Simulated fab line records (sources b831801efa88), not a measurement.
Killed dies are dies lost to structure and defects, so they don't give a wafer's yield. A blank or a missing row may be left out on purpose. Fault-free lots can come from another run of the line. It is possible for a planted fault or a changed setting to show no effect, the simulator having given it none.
Problem report in the 8D (eight disciplines) form, filled by code -- flow gf180mcu -- the parts of the form that need people (team, actions taken, sign-off) are left out

## 1. WHAT IS WRONG
strip time to endpoint s at GF_MVSD_STRIP_10 reads a mean of 22.20 s on 6 wafers of 2 lots; wafers without a fault read 36.98 s with a standard deviation of 0.094. So: -99 or more standard deviations from the usual mean.
The step: strips in O2/N2.
First observed at day 8 01:52: wafer L281.1, on plasma asher-02. The record holds 39 wafers of 13 lots with a number at this step. By rule, "out" or "out of limits" means more than 4 standard deviations away from the usual mean. The other wafers with a number count as sound.

## 2. WHAT IT IS; WHAT IT IS NOT
question,is,is not
which readings at this step,strip time to endpoint s,"drypump motor current A, heater power w"
which lots,"L281, L284","L266, L267, L268, L269, L270, L271, L272, L273, L275, L277, L289"
which wafers of those lots,all that have a number,-
read on which tools,"plasma asher-02, plasma asher-04",plasma asher-03
when,from day 8 01:52,up to then (30 sound wafers); but 3 sound wafers of L289 came after

## 3. THE SUSPECTS, EACH WITH WHAT RULES IT OUT
Counting: a tool at a process step up to the reading stays a suspect if it ran every lot that is out and no sound lot after the first of them.
- litho track-02 at GF_MVSD_COAT_02 (resist thk 3000 nm): kept. It processed each lot that is out, first L281 at day 7 17:02, and no sound lot thereafter; up to then, the last sound lot it processed was L277 at day 6 18:41.
Remaining after the count: litho track-02 at GF_MVSD_COAT_02.

## 4. THE CAUSE (what the simulator had put in)
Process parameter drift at GF_MVSD_COAT_02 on litho track-02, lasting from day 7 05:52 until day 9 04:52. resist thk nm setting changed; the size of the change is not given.
This tool alone remained once counting was done.

## 5. SEQUENCE OF EFFECTS, ordered by route
Each row: a reading whose mean over the struck wafers that have a number lies more than 3 standard deviations from the usual. Only readings whose record carries a usual standard deviation are examined. hours: median over the lots of the time between each lot's start at the first step of this table that gives one and its start at this step. sigmas: the change, counted in usual standard deviations.
hours,step,reading,usual,on struck wafers,change,sigmas
0,GF_MVSD_STRIP_10,strip time to endpoint s,36.98 s,22.20,-14.77,-99 or more
Here are the process steps it includes:
- GF_MVSD_STRIP_10: strips in O2/N2.
Later steps that measure or inspect, where all struck wafers having a row at the step show a number for every such reading and not one has moved that far: GF_VT_IMPLANT_OVL_MEAS_40.

## 6. HOW IT WOULD HAVE BEEN CAUGHT EARLIER
First out-of-limits reading in this record: day 8 01:52, which is 20 hours after fault onset at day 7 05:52.
An alarm limit of 4 standard deviations would not have fired on the tool readings at GF_MVSD_COAT_02 for which the record gives a usual standard deviation, since none of them was out on any struck wafer.
L284, from the lots that are out (2), started GF_MVSD_COAT_02 on litho track-02 later than day 8 01:52. It would have been spared by a hold on the tool at that moment.
